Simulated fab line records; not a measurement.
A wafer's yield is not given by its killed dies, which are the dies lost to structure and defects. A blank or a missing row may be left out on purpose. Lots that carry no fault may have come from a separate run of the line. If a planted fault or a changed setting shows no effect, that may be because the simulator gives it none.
The tool behind it: which one? || flow sky130 || 11 lots, 33 wafers sampled, at 2 steps of a route of 708

WHAT THE GAUGES SHOWED, per wafer
SKY_CAP2M_THK_MEAS_04: measures by xrf.
{"lot": "L885", "measured": "day 39 10:01", "on": "film_metro-04", "CAP2M_TIN_THK (nm)": "199.0 196.5 197.9"}
{"lot": "L888", "measured": "day 40 10:56", "on": "film_metro-02", "CAP2M_TIN_THK (nm)": "199.6 202.4 200.2"}
{"lot": "L892", "measured": "day 42 02:46", "on": "film_metro-03", "CAP2M_TIN_THK (nm)": "198.4 197.9 199.3"}
{"lot": "L897", "measured": "day 43 10:44", "on": "film_metro-04", "CAP2M_TIN_THK (nm)": "200.0 197.6 194.5"}
{"lot": "L901", "measured": "day 44 15:44", "on": "film_metro-03", "CAP2M_TIN_THK (nm)": "199.7 199.6 198.2"}
{"lot": "L900", "measured": "day 44 17:26", "on": "film_metro-04", "CAP2M_TIN_THK (nm)": "203.3 200.6 200.2"}
{"lot": "L902", "measured": "day 44 23:34", "on": "film_metro-03", "CAP2M_TIN_THK (nm)": "196.1 197.8 194.4"}
{"lot": "L903", "measured": "day 45 00:55", "on": "film_metro-02", "CAP2M_TIN_THK (nm)": "197.2 194.9 200.0"}
{"lot": "L906", "measured": "day 45 09:56", "on": "film_metro-02", "CAP2M_TIN_THK (nm)": "201.1 199.7 200.5"}
{"lot": "L907", "measured": "day 45 19:34", "on": "film_metro-02", "CAP2M_TIN_THK (nm)": "200.5 200.7 199.7"}
{"lot": "L908", "measured": "day 45 20:37", "on": "film_metro-03", "CAP2M_TIN_THK (nm)": "197.2 196.8 193.7"}

WHICH TOOL RAN EACH LOT (tool, then ch and the chambers of the sampled wafers, then the start)
{"lot": "L885", "SKY_METAL4_SPUTTER_01": "pvd_sputter-03, day 39 09:34"}
{"lot": "L888", "SKY_METAL4_SPUTTER_01": "pvd_sputter-03, day 40 10:30"}
{"lot": "L892", "SKY_METAL4_SPUTTER_01": "pvd_sputter-03, day 42 02:18"}
{"lot": "L897", "SKY_METAL4_SPUTTER_01": "pvd_sputter-01, day 43 10:17"}
{"lot": "L901", "SKY_METAL4_SPUTTER_01": "pvd_sputter-03, day 44 15:18"}
{"lot": "L900", "SKY_METAL4_SPUTTER_01": "pvd_sputter-03, day 44 16:59"}
{"lot": "L902", "SKY_METAL4_SPUTTER_01": "pvd_sputter-04, day 44 23:07"}
{"lot": "L903", "SKY_METAL4_SPUTTER_01": "pvd_sputter-01, day 45 00:26"}
{"lot": "L906", "SKY_METAL4_SPUTTER_01": "pvd_sputter-01, day 45 09:30"}
{"lot": "L907", "SKY_METAL4_SPUTTER_01": "pvd_sputter-04, day 45 19:07"}
{"lot": "L908", "SKY_METAL4_SPUTTER_01": "pvd_sputter-03, day 45 20:10"}
- SKY_METAL4_SPUTTER_01: material TiN, target thk 20 nm, time 16.7 s.

WHAT THE TOOLS THEMSELVES READ (means of the sampled wafers that have a number; where no wafer has one, the mark that the record gives instead)
SKY_METAL4_SPUTTER_01.
{"lot": "L885", "tool": "pvd_sputter-03", "throttle_valve_pct (%)": 29.4}
{"lot": "L888", "tool": "pvd_sputter-03", "throttle_valve_pct (%)": 29.6}
{"lot": "L892", "tool": "pvd_sputter-03", "throttle_valve_pct (%)": 30.0}
{"lot": "L897", "tool": "pvd_sputter-01", "throttle_valve_pct (%)": 28.7}
{"lot": "L901", "tool": "pvd_sputter-03", "throttle_valve_pct (%)": 29.7}
{"lot": "L900", "tool": "pvd_sputter-03", "throttle_valve_pct (%)": 29.3}
{"lot": "L902", "tool": "pvd_sputter-04", "throttle_valve_pct (%)": 30.8}
{"lot": "L903", "tool": "pvd_sputter-01", "throttle_valve_pct (%)": 29.3}
{"lot": "L906", "tool": "pvd_sputter-01", "throttle_valve_pct (%)": 28.6}
{"lot": "L907", "tool": "pvd_sputter-04", "throttle_valve_pct (%)": 30.1}
{"lot": "L908", "tool": "pvd_sputter-03", "throttle_valve_pct (%)": 29.7}

THE ANSWER, worked out from the rows above alone
Rule: the lots themselves supply what counts as usual. The widest of any qualifying gaps counts: lots, ordered by their means at a reading, are off when they make up no more than a third of the lots, leave a main group of 4 or more, and stand apart from it by 3 or more times the standard deviation of that group's means. If all means in a main group match to the digits the tables above print for the reading, that group is not used. A lot without any number at a reading at which 4 lots or more have one is off too. Any other lot the step has rows for is counted as sound. First the gauges in route order, then the tools' own readings, where a lot's mean is used as printed above. At the first step where some lot is off, the reading lying furthest off is the one used; lots without a number count as furthest.
None of the lots is off at any reading shown; this tells nothing.

WHAT THE SIMULATOR PUT IN
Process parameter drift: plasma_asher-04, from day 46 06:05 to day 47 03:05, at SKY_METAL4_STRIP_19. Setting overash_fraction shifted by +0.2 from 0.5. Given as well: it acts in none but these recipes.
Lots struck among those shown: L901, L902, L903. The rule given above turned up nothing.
